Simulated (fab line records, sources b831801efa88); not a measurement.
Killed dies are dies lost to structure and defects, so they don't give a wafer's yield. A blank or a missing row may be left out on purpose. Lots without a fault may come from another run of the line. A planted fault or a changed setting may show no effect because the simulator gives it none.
Which tool did it? | flow gf180mcu | 13 lots, 39 wafers sampled, at 5 steps of a route of 602

WHAT THE GAUGES READ, wafer by wafer
GF_V2_BOW_MEAS_05.
lot  | measured     | on            | V2_BOW (um)
L582 | day 18 18:20 | film_metro-04 | 88 97 82
L583 | day 19 05:14 | film_metro-04 | 107 101 100
L584 | day 19 16:35 | film_metro-04 | 104 111 115
L585 | day 20 04:02 | film_metro-03 | 99 114 108
L587 | day 20 19:50 | film_metro-02 | 109 117 114
L590 | day 22 00:58 | film_metro-04 | 99 103 92
L592 | day 23 18:39 | film_metro-02 | 102 106 102
L594 | day 24 09:06 | film_metro-02 | 109 118 108
L599 | day 25 12:40 | film_metro-03 | 102 112 102
L598 | day 25 14:29 | film_metro-02 | 120 112 109
L600 | day 25 17:31 | film_metro-03 | 109 98 103
L603 | day 26 14:44 | film_metro-04 | 104 98 96
L605 | day 27 02:29 | film_metro-04 | 98 109 100

GF_V2_CD_MEAS_14: target cd 260 nm.
lot  | measured     | on        | cd_nm (nm)
L582 | day 19 18:48 | cd_sem-01 | 258.5 258.6 258.4
L583 | day 20 05:37 | cd_sem-01 | 259.0 258.7 259.1
L584 | day 20 16:41 | cd_sem-01 | 260.5 260.4 260.1
L585 | day 21 04:46 | cd_sem-02 | 260.5 260.1 260.3
L587 | day 21 19:27 | cd_sem-02 | 260.0 259.2 259.7
L590 | day 23 00:12 | cd_sem-01 | 260.2 260.5 260.1
L592 | day 24 16:28 | cd_sem-01 | 259.6 258.5 259.5
L594 | day 25 07:15 | cd_sem-02 | 267.7 263.3 263.7
L599 | day 26 10:18 | cd_sem-01 | 259.9 259.4 259.7
L598 | day 26 11:58 | cd_sem-02 | 257.3 257.6 258.6
L600 | day 26 15:07 | cd_sem-02 | 260.9 261.7 260.7
L603 | day 27 11:32 | cd_sem-01 | 259.8 258.6 258.8
L605 | day 27 22:13 | cd_sem-01 | 261.2 260.3 260.7

GF_V2_OVL_MEAS_15.
lot  | measured     | on         | V2_OVL (nm)
L582 | day 19 18:55 | overlay-02 | -2 6 3
L583 | day 20 05:44 | overlay-02 | 0 -1 0
L584 | day 20 16:47 | overlay-01 | 1 -1 -4
L585 | day 21 04:53 | overlay-02 | -11 -7 -7
L587 | day 21 19:32 | overlay-02 | -5 -1 0
L590 | day 23 00:19 | overlay-01 | -4 -1 -1
L592 | day 24 16:35 | overlay-02 | -12 -13 -18
L594 | day 25 07:22 | overlay-01 | -3 -7 -4
L599 | day 26 10:25 | overlay-02 | -9 -13 -5
L598 | day 26 12:05 | overlay-02 | -10 2 1
L600 | day 26 15:14 | overlay-02 | 2 -1 2
L603 | day 27 11:39 | overlay-01 | -14 -4 -8
L605 | day 27 22:19 | overlay-01 | 2 6 -5

WHICH TOOL RAN EACH LOT (tool, then ch and the chambers of the sampled wafers, then the start)
lot  | GF_V2_CMP_04                  | GF_V2_EXPOSE_11
L582 | cmp-02 ch 1,3, day 18 18:01   | krf_scanner-01 ch 0, day 19 07:09
L583 | cmp-02 ch 1,2,3, day 19 04:59 | krf_scanner-02 ch 0, day 19 17:55
L584 | cmp-01 ch 0,2,3, day 19 16:16 | krf_scanner-02 ch 0, day 20 04:59
L585 | cmp-01 ch 0,1,2, day 20 03:44 | krf_scanner-02 ch 0, day 20 16:20
L587 | cmp-02 ch 1,2,3, day 20 19:30 | krf_scanner-01 ch 0, day 21 07:39
L590 | cmp-02 ch 0,1,3, day 22 00:38 | krf_scanner-02 ch 0, day 22 12:50
L592 | cmp-01 ch 0,1,3, day 23 18:24 | krf_scanner-01 ch 0, day 24 05:56
L594 | cmp-02 ch 1,2,3, day 24 08:53 | krf_scanner-02 ch 0, day 24 20:34
L599 | cmp-01 ch 2,3, day 25 12:20   | krf_scanner-01 ch 0, day 25 23:57
L598 | cmp-02 ch 2,3, day 25 14:14   | krf_scanner-01 ch 0, day 26 01:32
L600 | cmp-02 ch 1,2, day 25 17:16   | krf_scanner-01 ch 0, day 26 04:46
L603 | cmp-02 ch 1,2, day 26 14:26   | krf_scanner-01 ch 0, day 27 01:38
L605 | cmp-02 ch 0,1,2, day 27 02:18 | krf_scanner-01 ch 0, day 27 12:28
- GF_V2_CMP_04: polishes SiO2.
- GF_V2_EXPOSE_11: exposes mask Via2, target cd 260 nm.

WHAT THE TOOLS THEMSELVES READ (means of the sampled wafers that have a number; where no wafer has one, the mark that the record gives instead)
GF_V2_CMP_04.
lot  | tool   | motor_current_A (A) | time_to_endpoint_s (s)
L582 | cmp-02 | 12.3                | 75
L583 | cmp-02 | 11.3                | 85
L584 | cmp-01 | 10.7                | 82
L585 | cmp-01 | 11.5                | 81
L587 | cmp-02 | 11.4                | 80
L590 | cmp-02 | 12.0                | 72
L592 | cmp-01 | 11.6                | 78
L594 | cmp-02 | 11.9                | 78
L599 | cmp-01 | 10.9                | 84
L598 | cmp-02 | 10.2                | 78
L600 | cmp-02 | 11.4                | 75
L603 | cmp-02 | 10.7                | 75
L605 | cmp-02 | 11.2                | 84

THE ANSWER, worked out from the rows above alone
Rule: what is usual is taken from the lots themselves. Put in order of their means at a reading, lots are off if they are a third of the lots or fewer, leave a main group of 4 or more, and stand apart from it by a gap of 3 or more times the standard deviation of the main group's means; of several such gaps the widest counts. A main group whose means are all the same, to the digits that the tables above print for the reading, isn't used. A lot without any number at a reading at which 4 lots or more have one is off too. The other lots that the step has rows for count as sound. The gauges are gone through in route order, then the tools' own readings, and for those a lot's mean is taken as printed above. The first step at which some lot is off is used, and at that step the reading that is off furthest; a lot without a number counts as furthest.
Off: L594, at GF_V2_CD_MEAS_14 (cd_nm). The main group: mean 259.6 nm, standard deviation 0.92.
A tool fits if, at a process step before that reading, it ran every lot that is off, and no sound lot after the first of them. The gauges at GF_V2_CD_MEAS_14 are tried like those tools. One fits: krf_scanner-02 at GF_V2_EXPOSE_11. Its last sound lot is L590 (day 22 12:50), its first lot that is off L594 (day 24 20:34): a fault that began between those two fits.

WHAT THE SIMULATOR HAD PUT IN
Process parameter drift: krf_scanner-02, from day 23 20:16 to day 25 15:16, at GF_V2_EXPOSE_11. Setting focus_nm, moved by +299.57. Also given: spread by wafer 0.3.
Lots struck among those shown: L594. The rule above found the same.
